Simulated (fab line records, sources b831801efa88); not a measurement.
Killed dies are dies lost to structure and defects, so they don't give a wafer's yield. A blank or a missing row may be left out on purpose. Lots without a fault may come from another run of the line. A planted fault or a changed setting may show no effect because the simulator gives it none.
Problem report in the 8D (eight disciplines) form, filled by code | flow sky130 | the parts of the form that need people (team, actions taken, sign-off) are left out

1. THE PROBLEM
POLY_GATE_CVD_00_THK at SKY_POLY_GATE_THK_MEAS_01 reads a mean of 141.8 nm on 3 wafers of 1 lot; wafers without a fault read 181.9 nm with a standard deviation of 1.7. That is -24 standard deviations from the usual mean.
First seen on wafer L788.1, day 19 23:46, on film_metro-04. The record holds 33 wafers of 11 lots with a number at this step. Rule for "out", or "out of limits": more than 4 standard deviations from the usual mean. The other wafers with a number count as sound.

2. WHAT IT IS AND WHAT IT IS NOT
question                    | is                     | is not
which readings at this step | POLY_GATE_CVD_00_THK   | -
which lots                  | L788                   | L771, L772, L773, L775, L776, L777, L778, L782, L789, L791
which wafers of those lots  | all that have a number | -
read on which gauges        | film_metro-04          | film_metro-01, film_metro-03
when                        | from day 19 23:46      | up to then (24 sound wafers); but 6 sound wafers of L789, L791 came after

3. SUSPECTS, AND WHAT RULES EACH OUT
Counting: a tool at a process step up to the reading stays a suspect if it ran every lot that is out and no sound lot after the first of them.
- the gauge at SKY_POLY_GATE_THK_MEAS_01: ruled out. All the wafers that are out were read on film_metro-04, but those of them that SKY_POLY_GATE_CVD_00 has rows for are out there too, on other tools.
- plasma_asher-03 at SKY_VT_ADJUST_PCH_STRIP_09 (strips in O2/N2): ruled out as a lasting fault. Sound lots L789 ran on it after its first lot that is out, L788 (day 15 17:47).
- lpcvd-01 at SKY_POLY_GATE_CVD_00 (deposits poly-Si, target thk 180 nm, time 720 s): ruled out as a lasting fault. Sound lots L789, L791 ran on it after its first lot that is out, L788 (day 19 22:34).
Left after counting: nothing in the record.

4. THE CAUSE (what the simulator had put in)
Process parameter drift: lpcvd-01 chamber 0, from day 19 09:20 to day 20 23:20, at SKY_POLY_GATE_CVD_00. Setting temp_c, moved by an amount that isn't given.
Counting ruled it out, wrongly: the rule takes a fault to strike every lot that its tool runs from its start on, and this one did not.

5. THE CHAIN OF EFFECTS, in route order
Each row: a reading whose mean over the struck wafers that have a number lies more than 3 standard deviations from the usual. Only readings for which the record gives a usual standard deviation are gone through. hours: the time from each lot's start at the first step in this table that gives one to its start at this step, as a median over the lots. sigmas: the change in usual standard deviations.
hours | step                      | reading              | usual      | on struck wafers | change | sigmas
0     | SKY_POLY_GATE_CVD_00      | spike_tc_bottom_C    | 639.9 C    | 628.6            | -11.3  | -9.4
0     | SKY_POLY_GATE_CVD_00      | spike_tc_centre_C    | 620.9 C    | 612.3            | -8.6   | -7.8
0     | SKY_POLY_GATE_CVD_00      | spike_tc_lower_C     | 619.4 C    | 608.6            | -10.8  | -11
0     | SKY_POLY_GATE_CVD_00      | spike_tc_top_C       | 634.7 C    | 624.8            | -9.9   | -11
0     | SKY_POLY_GATE_CVD_00      | spike_tc_upper_C     | 620.0 C    | 609.0            | -11.0  | -9.2
1     | SKY_POLY_GATE_THK_MEAS_01 | POLY_GATE_CVD_00_THK | 181.9 nm   | 141.8            | -40.1  | -24
65    | SKY_POLY_GATE_ETCH_17     | oes_product_au       | 0.992 a.u. | 0.841            | -0.151 | -22
The process steps in it:
- SKY_POLY_GATE_CVD_00: deposits poly-Si, target thk 180 nm, time 720 s.
- SKY_POLY_GATE_ETCH_17: etches poly-Si in HBr/Cl2, stops on SiO2, target depth 180 nm, time 70.5 s.

6. WHAT WOULD HAVE CAUGHT IT SOONER
In this record the first reading out of limits at a measuring or inspecting step was taken at day 19 23:46, 14 hours after the fault began at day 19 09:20.
The tool's own readings at SKY_POLY_GATE_CVD_00 were out on every struck wafer that the step has a row for (spike_tc_bottom_C, spike_tc_centre_C, spike_tc_lower_C, spike_tc_top_C, spike_tc_upper_C): an alarm limit on them would have fired on the first of those.
